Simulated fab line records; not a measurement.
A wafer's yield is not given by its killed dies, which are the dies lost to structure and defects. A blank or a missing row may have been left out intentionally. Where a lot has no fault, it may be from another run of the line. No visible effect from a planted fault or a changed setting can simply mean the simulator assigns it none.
Problem report, 8D (eight disciplines) form, completed by code || flow gf180mcu || the parts of the form that need people (team, actions taken, sign-off) are left out

== 1. THE ISSUE ==
Mean of spin-speed-rpm at GF_HV_LDD_COAT_02: 3189.5 rpm across 6 wafers in 2 lots; on wafers with no fault it is 2999.8 rpm (standard deviation 2.1). Relative to the usual mean, that is a shift of +90 standard deviations.
The step: resist thk 1000 nm.
First observed at day 11 05:10: wafer L533.1, on litho-track-04. At this step, 39 wafers from 13 lots have a number in the record. By rule, "out" or "out of limits" means more than 4 standard deviations away from the usual mean. The other wafers with a number count as sound.

== 2. WHAT IT IS, WHAT IT ISN'T ==
{"question": "which readings at this step", "is": "spin-speed-rpm", "is not": "exhaust-pa"}
{"question": "which lots", "is": "L533, L539", "is not": "L530, L531, L532, L538, L544, L545, L547, L548, L549, L550, L551"}
{"question": "which wafers of those lots", "is": "all that have a number", "is not": "-"}
{"question": "read on which tools", "is": "litho-track-04", "is not": "litho-track-01, litho-track-02"}
{"question": "when", "is": "from day 11 05:10", "is not": "up to then (9 sound wafers); but 24 sound wafers of L538, L544, L545, L547, L548, L549, L550, L551 came after"}

== 3. SUSPECTS, AND WHAT RULES EACH OUT ==
Counting: a tool stays on the suspect list if, at a process step up to the reading, it processed all lots that are out and no sound lot following the first of them.
- litho-track-04 at GF_HV_LDD_COAT_02 (resist thk 1000 nm): ruled out as a lasting fault. The sound lots L547, L549, L550 went through it after L533, its earliest lot that is out (day 11 05:10).
Left after counting: nothing in the record.

== 4. THE CAUSE (what the simulator had put in) ==
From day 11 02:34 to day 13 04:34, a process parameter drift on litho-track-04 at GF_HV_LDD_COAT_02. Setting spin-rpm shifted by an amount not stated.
Counting ruled it out, wrongly.

== 5. SEQUENCE OF EFFECTS, ordered by route ==
Each row: a reading whose mean over the struck wafers that have a number lies more than 3 standard deviations from the usual. Only readings whose record carries a usual standard deviation are examined. hours: median over the lots of the time between each lot's start at the first step of this table that gives one and its start at this step. sigmas: the change, counted in usual standard deviations.
{"hours": 0, "step": "GF_HV_LDD_COAT_02", "reading": "spin-speed-rpm", "usual": "2999.8 rpm", "on struck wafers": 3189.5, "change": "+189.7", "sigmas": "+90"}
{"hours": 10, "step": "GF_HV_LDD_STRIP_10", "reading": "strip-time-to-endpoint-s", "usual": "12.64 s", "on struck wafers": 12.30, "change": -0.34, "sigmas": -8.9}
Its process steps:
- GF_HV_LDD_COAT_02: resist thk 1000 nm.
- GF_HV_LDD_STRIP_10: strips in O2/N2.

== 6. WHAT WOULD HAVE CAUGHT IT SOONER ==
In this record the first reading out of limits was taken at day 11 05:10, 3 hours after the fault began at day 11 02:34.
